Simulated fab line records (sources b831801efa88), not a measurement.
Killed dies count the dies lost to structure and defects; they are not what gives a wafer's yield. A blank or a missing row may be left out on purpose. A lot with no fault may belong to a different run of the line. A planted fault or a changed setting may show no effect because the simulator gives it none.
The tool behind it: which one? -- flow gf180mcu -- 36 wafers from 12 lots sampled at 3 of the route's 602 steps

## WHAT THE GAUGES SHOWED, per wafer
GF_V1_CD_MEAS_14 targets a cd of 260 nm.
lot,measured,on,cd nm (nm)
L075,day 18 10:02,cd sem-01,260.0 260.4 260.4
L077,day 19 00:35,cd sem-02,260.5 259.9 260.7
L079,day 20 05:42,cd sem-02,259.5 260.5 260.3
L081,day 20 22:14,cd sem-01,259.7 260.1 259.9
L083,day 22 01:29,cd sem-01,258.7 259.8 258.5
L085,day 22 19:24,cd sem-02,260.5 259.3 260.5
L087,day 23 10:10,cd sem-01,261.9 260.6 260.2
L089,day 23 18:29,cd sem-02,262.7 262.6 262.1
L091,day 24 14:05,cd sem-02,261.2 260.5 259.9
L093,day 25 08:20,cd sem-01,260.4 261.2 260.0
L095,day 25 15:26,cd sem-01,260.8 261.1 261.1
L097,day 26 01:44,cd sem-02,260.6 259.4 258.8

## TOOL THAT RAN EACH LOT (tool first, then ch and the chambers of the sampled wafers, then the start)
lot,GF_LVPWELL_STRIP_10,GF_CONTACT_CMP_27
L075,"plasma asher-04 ch 0,1, day 4 04:35","cmp-02 ch 0,1,2, day 16 10:31"
L077,"plasma asher-02 ch 0,1, day 4 12:50","cmp-02 ch 0,2,3, day 16 23:50"
L079,"plasma asher-04 ch 0,1, day 5 00:19","cmp-02 ch 1,2,3, day 18 04:05"
L081,"plasma asher-02 ch 0,1, day 5 12:08","cmp-01 ch 0,1, day 18 20:14"
L083,"plasma asher-04 ch 0,1, day 6 06:05","cmp-01 ch 0,1,3, day 20 00:28"
L085,"plasma asher-03 ch 0,1, day 6 15:49","cmp-01 ch 0,2,3, day 20 17:52"
L087,"plasma asher-04 ch 0,1, day 7 00:35","cmp-02 ch 0,1, day 21 08:50"
L089,"plasma asher-04 ch 0,1, day 7 10:23","cmp-01 ch 0,2,3, day 21 19:06"
L091,"plasma asher-02 ch 0,1, day 7 21:52","cmp-01 ch 0,1,2, day 22 14:48"
L093,"plasma asher-03 ch 0,1, day 8 10:13","cmp-01 ch 1,3, day 23 10:36"
L095,"plasma asher-03 ch 0,1, day 8 19:47","cmp-01 ch 0,1,2, day 23 16:34"
L097,"plasma asher-04 ch 0,1, day 9 07:07","cmp-01 ch 0,1,2, day 24 05:35"
- GF_LVPWELL_STRIP_10: strips in O2/N2.
- GF_CONTACT_CMP_27: polishes, stops on SiO2, t overpolish 15 s, target thk 0 nm.

## THE ANSWER, worked out from the rows above alone
Rule: what is usual is taken from the lots themselves. The widest of any qualifying gaps counts: lots, ordered by their means at a reading, are off when they make up no more than a third of the lots, leave a main group of 4 or more, and stand apart from it by 3 or more times the standard deviation of that group's means. A main group whose means are all the same, to the digits that the tables above print for the reading, isn't used. A lot without any number at a reading at which 4 lots or more have one is off too. Where the step has rows for the other lots, those lots are counted as sound.
Nothing can be told from this: no lot is off at any reading shown.

## WHAT THE SIMULATOR HAD PUT IN
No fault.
